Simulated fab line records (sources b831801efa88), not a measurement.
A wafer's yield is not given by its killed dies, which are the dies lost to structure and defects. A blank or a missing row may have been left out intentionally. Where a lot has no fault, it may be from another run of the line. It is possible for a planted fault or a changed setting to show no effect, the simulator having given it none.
Chamber matching | flow sky130 | SKY_VIA3_CMP_24 on cmp-01 has 4 sister chambers
The step polishes, stops on SiO2, t overpolish 20 s, target thk 0 nm. 8 wafers are shown with their chamber, then 7 later ones without.

## WAFERS, EACH WITH ITS CHAMBER
wafer  | chamber | motor-current-A (A) | time-to-endpoint-s (s)
L238.1 | 0       | 13.8                | 102
L238.5 | 3       | 9.6                 | 98
L238.6 | 2       | 12.3                | 96
L239.2 | 2       | 12.6                | 98
L239.4 | 1       | 10.6                | 96
L239.6 | 0       | 13.0                | 102
L241.2 | 1       | 9.9                 | 97
L241.4 | 3       | 9.8                 | 95

## WAFERS WITH NO CHAMBER GIVEN
wafer  | motor-current-A (A) | time-to-endpoint-s (s)
L241.5 | 11.3                | 98
L255.1 | 10.6                | 101
L255.2 | 9.1                 | 101
L255.6 | 9.7                 | 100
L256.3 | 10.4                | 101
L256.5 | 10.0                | 95
L256.6 | 11.7                | 103

## WHICH CHAMBER EACH WENT THROUGH
wafer  | from the rows above          | in truth
L241.5 | can't be placed: 1 or 2 or 3 | 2
L255.1 | can't be placed: 1 or 3      | 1
L255.2 | can't be placed: 3 or 1      | 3
L255.6 | can't be placed: 3 or 1      | 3
L256.3 | can't be placed: 1 or 3      | 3
L256.5 | can't be placed: 1 or 3      | 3
L256.6 | can't be placed: 0 or 2 or 1 | 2
0 of 7 placed correctly. Not placeable from these rows: 7 (in 7, the candidates include the true chamber). Placed wrongly: 0.
How it was worked out, from the rows above alone: a wafer's distance from a chamber is the root of the sum, over the readings, of the square of ((its reading less the chamber's mean) divided by the reading's scatter). If the next closest chamber is less than 2 further off than the closest, the wafer can't be placed; otherwise it belongs to the closest. For every chamber, the mean is computed from those of its wafers that are shown. How the scatter is found: for the shown wafers, subtract from each reading the mean of its chamber, square and add these, divide the total by (wafers less chambers), then take the root.
